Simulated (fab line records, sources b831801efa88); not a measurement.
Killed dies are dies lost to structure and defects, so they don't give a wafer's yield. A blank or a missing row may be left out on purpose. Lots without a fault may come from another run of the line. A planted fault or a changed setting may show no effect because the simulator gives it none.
One fault seen from 2 desks | flow sky130 | each desk has only its own numbers; what lay behind them comes last

THE METROLOGY DESK
What the gauges read, lot by lot, whatever tool the lot ran on: means of the sampled wafers that have a number. A lot is out of limits, marked OUT, if its mean lies more than 4 standard deviations from the usual mean; the brackets give that distance.
Columns: A = POLY_GATE_TW at SKY_RES_PROTECT_TW_MEAS_08, usual 4018; B = cd_nm at SKY_POLY_GATE_CD_MEAS_13, usual 150.5 nm
lot  | first seen here | A    | B
L931 | day 15 01:19    | 4075 | 154.0
L932 | day 15 15:37    | 3989 | 151.1
L933 | day 16 04:31    | 4053 | 148.5
L936 | day 17 04:31    | 4027 | 148.2
L937 | day 17 16:28    | 4039 | 148.3
L946 | day 20 20:17    | 3984 | 151.4
L947 | day 21 00:25    | 3984 | 151.8
L948 | day 21 11:37    | 4050 | 150.4
L950 | day 22 02:01    | 4029 | 152.3
L952 | day 22 22:44    | 4028 | 149.8
L953 | day 23 13:03    | 4037 | 150.5
L954 | day 23 23:00    | 4056 | 149.7
This desk's finding: nothing out of limits on any of the 12 lots.

THE TOOL OWNER'S DESK: rie_diel-02
The tool's own readings at SKY_POLY_GATE_ETCH_16 (etches Si3N4 in CH3F/O2, stops on poly-Si, time 147.5 s, target depth 75 nm): means of the sampled wafers that have a number, for each lot that ran on this tool. A lot is out of limits, marked OUT, if its mean lies more than 4 standard deviations from the usual mean; the brackets give that distance.
Columns: A = O2_flow_sccm at SKY_POLY_GATE_ETCH_16, usual 30.01 sccm; B = drypump_motor_current_A at SKY_POLY_GATE_ETCH_16, usual 5.8 A; C = oes_product_au at SKY_POLY_GATE_ETCH_16, usual 0.642 a.u.; D = run_length_s at SKY_POLY_GATE_ETCH_16, usual 175.9 s; E = throttle_valve_pct at SKY_POLY_GATE_ETCH_16, usual 10.536 %
lot  | first seen here | A     | B   | C                | D               | E
L933 | day 17 10:48    | 30.00 | 6.0 | 0.644            | 175.9           | 10.533
L936 | day 18 13:44    | 29.98 | 5.8 | 0.664 (+4.2) OUT | 170.1 (-11) OUT | 10.538
L937 | day 19 00:24    | 29.94 | 6.0 | 0.664 (+4.1) OUT | 170.3 (-11) OUT | 10.540
L946 | day 22 04:29    | 30.00 | 6.0 | 0.632            | 176.1           | 10.540
L947 | day 22 08:41    | 30.06 | 6.0 | 0.644            | 176.1           | 10.530
L948 | day 22 20:35    | 30.00 | 6.0 | 0.640            | 175.9           | 10.540
L950 | day 23 10:31    | 30.01 | 5.9 | 0.641            | 176.6           | 10.537
L952 | day 24 09:39    | 29.96 | 5.9 | 0.647            | 176.2           | 10.523
L954 | day 25 06:52    | 29.90 | 6.0 | 0.642            | 176.0           | 10.536
This desk's finding: out of limits on L936, L937; first on L936, day 18 13:44 (oes_product_au at SKY_POLY_GATE_ETCH_16). In limits: L933, L946, L947, L948, L950, L952, L954.

PUT TOGETHER
The tool owner's desk could have raised an alarm at day 18 13:44, on L936, L937.
The metrology desk saw nothing out of limits.
The metrology desk has L936, L937 on record, within its limits.
Of the lots named, all ran SKY_POLY_GATE_ETCH_16 on rie_diel-02.

WHAT THE SIMULATOR HAD PUT IN
Process parameter drift: rie_diel-02, from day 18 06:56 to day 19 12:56, at SKY_POLY_GATE_ETCH_16. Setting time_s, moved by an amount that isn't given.
Lots struck among those shown: L936, L937.
Hours from the fault's start to each desk's first reading out of limits: the tool owner's desk, 7.
